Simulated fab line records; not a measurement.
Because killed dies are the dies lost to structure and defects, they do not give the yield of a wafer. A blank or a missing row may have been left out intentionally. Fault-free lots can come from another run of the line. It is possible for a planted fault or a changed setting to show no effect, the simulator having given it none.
Which of the tools did it? | flow gf180mcu | Sampling: 13 lots, 39 wafers, 4 of 602 route steps

WHAT THE GAUGES READ, wafer by wafer
GF_V1_OVL_MEAS_15.
lot  | measured     | on         | V1_OVL (nm)
L486 | day 18 02:17 | overlay-02 | 2 4 6
L487 | day 18 12:13 | overlay-02 | 10 9 12
L491 | day 20 01:55 | overlay-01 | 0 -1 4
L494 | day 21 04:56 | overlay-01 | 1 -6 4
L499 | day 22 19:58 | overlay-01 | 3 2 5
L500 | day 23 03:29 | overlay-02 | 6 7 3
L502 | day 23 16:48 | overlay-01 | -7 9 -4
L503 | day 24 05:55 | overlay-01 | -4 3 -3
L505 | day 24 23:28 | overlay-02 | 0 13 6
L506 | day 25 10:40 | overlay-02 | 6 2 4
L507 | day 25 14:07 | overlay-01 | 0 -2 -4
L508 | day 26 01:20 | overlay-01 | 2 -3 -1
L509 | day 26 10:55 | overlay-01 | 2 4 8

GF_V4_THK_MEAS_01.
lot  | measured     | on            | V4_CVD_00_THK (nm)
L486 | day 23 10:36 | film-metro-02 | 605 601 591
L487 | day 23 18:44 | film-metro-02 | 613 611 609
L491 | day 25 07:04 | film-metro-02 | 592 605 602
L494 | day 26 06:31 | film-metro-04 | 590 597 588
L499 | day 27 15:38 | film-metro-02 | 594 596 609
L500 | day 28 01:19 | film-metro-01 | 601 594 596
L502 | day 28 09:47 | film-metro-01 | 599 614 601
L503 | day 28 23:43 | film-metro-02 | 597 593 603
L505 | day 29 12:44 | film-metro-04 | 605 606 601
L506 | day 30 00:02 | film-metro-01 | 596 599 597
L507 | day 30 03:32 | film-metro-04 | 601 605 610
L508 | day 30 10:34 | film-metro-01 | 591 595 594
L509 | day 30 19:25 | film-metro-04 | 594 592 593

WHICH TOOL RAN EACH LOT (tool, then ch and the chambers of the sampled wafers, then the start)
lot  | GF_M2_METAL_ETCH_16               | GF_M3_SPUTTER_04
L486 | rie-metal-02 ch 0,1, day 19 05:23 | pvd-sputter-02, day 20 07:52
L487 | rie-metal-03 ch 0,1, day 19 14:35 | pvd-sputter-01, day 20 17:26
L491 | rie-metal-03 ch 1, day 21 03:41   | pvd-sputter-01, day 22 06:24
L494 | rie-metal-03 ch 0,1, day 22 06:23 | pvd-sputter-02, day 23 07:50
L499 | rie-metal-03 ch 0,1, day 23 20:08 | pvd-sputter-01, day 24 20:41
L500 | rie-metal-02 ch 0,1, day 24 03:59 | pvd-sputter-01, day 25 06:43
L502 | rie-metal-01 ch 0,1, day 24 16:11 | pvd-sputter-01, day 25 16:38
L503 | rie-metal-02 ch 0, day 25 07:02   | pvd-sputter-04, day 26 07:05
L505 | rie-metal-02 ch 0,1, day 25 23:02 | pvd-sputter-01, day 26 23:19
L506 | rie-metal-01 ch 0,1, day 26 10:02 | pvd-sputter-02, day 27 09:55
L507 | rie-metal-02 ch 0,1, day 26 12:40 | pvd-sputter-01, day 27 12:55
L508 | rie-metal-03 ch 0,1, day 26 22:53 | pvd-sputter-04, day 27 21:13
L509 | rie-metal-03 ch 0,1, day 27 08:41 | pvd-sputter-04, day 28 07:16
- GF_M2_METAL_ETCH_16: etches the open film in Cl2/BCl3, stops on SiO2, target depth 750.8 nm, time 125.1 s.
- GF_M3_SPUTTER_04: material TiN, target thk 50 nm, time 41.7 s.

AS READ BY THE TOOLS THEMSELVES (means over the sampled wafers that have a number; for cases with no such wafer, the mark the record gives instead)
GF_M2_METAL_ETCH_16.
lot  | tool         | drypump-motor-current-A (A) | oes-product-au (a.u.) | throttle-valve-pct (%)
L486 | rie-metal-02 | 5.8                         | 0.989                 | 28.234
L487 | rie-metal-03 | 5.2                         | 0.981                 | 28.236
L491 | rie-metal-03 | 4.9                         | 0.985                 | 28.225
L494 | rie-metal-03 | 5.5                         | 0.990                 | 28.241
L499 | rie-metal-03 | 5.5                         | 0.982                 | 28.234
L500 | rie-metal-02 | 5.8                         | 0.983                 | 28.234
L502 | rie-metal-01 | 5.5                         | 0.998                 | 28.228
L503 | rie-metal-02 | 5.7                         | 0.990                 | 28.230
L505 | rie-metal-02 | 5.8                         | 0.991                 | 28.228
L506 | rie-metal-01 | 5.4                         | 0.986                 | 28.231
L507 | rie-metal-02 | 5.8                         | 0.987                 | 28.231
L508 | rie-metal-03 | 5.2                         | 0.986                 | 28.232
L509 | rie-metal-03 | 5.2                         | 0.986                 | 28.233

GF_M3_SPUTTER_04.
lot  | tool           | cathode-dc-power-W (W) | throttle-valve-pct (%)
L486 | pvd-sputter-02 | 6500.2                 | 29.7
L487 | pvd-sputter-01 | 6500.1                 | 30.5
L491 | pvd-sputter-01 | 6499.8                 | 30.7
L494 | pvd-sputter-02 | 6500.8                 | 29.4
L499 | pvd-sputter-01 | 6500.4                 | 29.9
L500 | pvd-sputter-01 | 6499.2                 | 31.1
L502 | pvd-sputter-01 | 6500.3                 | 30.8
L503 | pvd-sputter-04 | 6499.9                 | 30.6
L505 | pvd-sputter-01 | 6500.7                 | 31.1
L506 | pvd-sputter-02 | 6499.7                 | 28.9
L507 | pvd-sputter-01 | 6499.4                 | 30.5
L508 | pvd-sputter-04 | 6500.2                 | 29.8
L509 | pvd-sputter-04 | 6500.3                 | 30.4

THE ANSWER, worked out from the rows above alone
Rule: the usual values come from the lots themselves. The widest of any qualifying gaps counts: lots, ordered by their means at a reading, are off when they make up no more than a third of the lots, leave a main group of 4 or more, and stand apart from it by 3 or more times the standard deviation of that group's means. A main group whose means are all the same, to the digits that the tables above print for the reading, isn't used. Also off: a lot with no number at a reading for which 4 or more lots have one. The other lots that the step has rows for count as sound. After the gauges, taken in route order, come the tools' own readings; for these a lot's mean is taken, as printed above. At the first step where some lot is off, the reading lying furthest off is the one used; lots without a number count as furthest.
None of the lots is off at any reading shown; this tells nothing.

WHAT THE SIMULATOR PUT IN
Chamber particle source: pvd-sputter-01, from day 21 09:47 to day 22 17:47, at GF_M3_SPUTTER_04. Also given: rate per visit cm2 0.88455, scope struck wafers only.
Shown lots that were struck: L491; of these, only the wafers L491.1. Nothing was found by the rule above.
